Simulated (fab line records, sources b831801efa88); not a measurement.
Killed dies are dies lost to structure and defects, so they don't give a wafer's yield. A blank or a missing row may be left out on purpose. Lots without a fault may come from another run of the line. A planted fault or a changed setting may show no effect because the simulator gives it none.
Problem report in the 8D (eight disciplines) form, filled by code | flow sky130 | the parts of the form that need people (team, actions taken, sign-off) are left out

1. THE PROBLEM
VT_ADJUST_NCORE_TW at SKY_VT_ADJUST_NCORE_TW_MEAS_11 reads a mean of 236.3 on 9 wafers of 3 lots; wafers without a fault read 220.1 with a standard deviation of 1.4. That is +12 standard deviations from the usual mean.
First seen on wafer L984.1, day 13 12:10, on film_metro-01. The record holds 36 wafers of 12 lots with a number at this step. Rule for "out", or "out of limits": more than 4 standard deviations from the usual mean. The other wafers with a number count as sound.

2. WHAT IT IS AND WHAT IT IS NOT
question                    | is                           | is not
which readings at this step | VT_ADJUST_NCORE_TW           | -
which lots                  | L984, L986, L987             | L969, L970, L972, L973, L979, L982, L983, L985, L988
which wafers of those lots  | all that have a number       | -
read on which gauges        | film_metro-01, film_metro-04 | film_metro-03
when                        | from day 13 12:10            | up to then (21 sound wafers); but 6 sound wafers of L985, L988 came after

3. SUSPECTS, AND WHAT RULES EACH OUT
Counting: a tool at a process step up to the reading stays a suspect if it ran every lot that is out and no sound lot after the first of them.
- the gauge at SKY_VT_ADJUST_NCORE_TW_MEAS_11: ruled out. The wafers that are out were read on 2 gauges (film_metro-01, film_metro-04).
- implanter-01 at SKY_VT_ADJUST_NCORE_IMPLANT_09: kept. It ran every lot that is out, first L984 (day 13 11:55), and no sound lot after that; its last sound lot up to then is L982 (day 12 17:41). Its own readings are out on those wafers: beam_energy_keV.
Left after counting: implanter-01 at SKY_VT_ADJUST_NCORE_IMPLANT_09.

4. THE CAUSE (what the simulator had put in)
Process parameter drift: implanter-01, from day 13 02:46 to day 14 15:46, at SKY_VT_ADJUST_NCORE_IMPLANT_09. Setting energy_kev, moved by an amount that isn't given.
Counting left only this tool.

5. THE CHAIN OF EFFECTS, in route order
Each row: a reading whose mean over the struck wafers that have a number lies more than 3 standard deviations from the usual. Only readings for which the record gives a usual standard deviation are gone through. hours: the time from each lot's start at the first step in this table that gives one to its start at this step, as a median over the lots. sigmas: the change in usual standard deviations.
hours | step                           | reading            | usual  | on struck wafers | change | sigmas
0     | SKY_VT_ADJUST_NCORE_IMPLANT_09 | beam_energy_keV    | 10.001 | 13.785           | +3.784 | +99 or more
0     | SKY_VT_ADJUST_NCORE_TW_MEAS_11 | VT_ADJUST_NCORE_TW | 220.1  | 236.3            | +16.2  | +12
The process steps in it:
- SKY_VT_ADJUST_NCORE_IMPLANT_09

6. WHAT WOULD HAVE CAUGHT IT SOONER
In this record the first reading out of limits at a measuring or inspecting step was taken at day 13 12:10, 9 hours after the fault began at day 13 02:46.
The tool's own readings at SKY_VT_ADJUST_NCORE_IMPLANT_09 were out on every struck wafer that the step has a row for (beam_energy_keV): an alarm limit on them would have fired on the first of those.
Of the lots that are out (3), L986, L987 began SKY_VT_ADJUST_NCORE_IMPLANT_09 on implanter-01 after day 13 12:10. A hold on the tool at that time would have spared those 2.
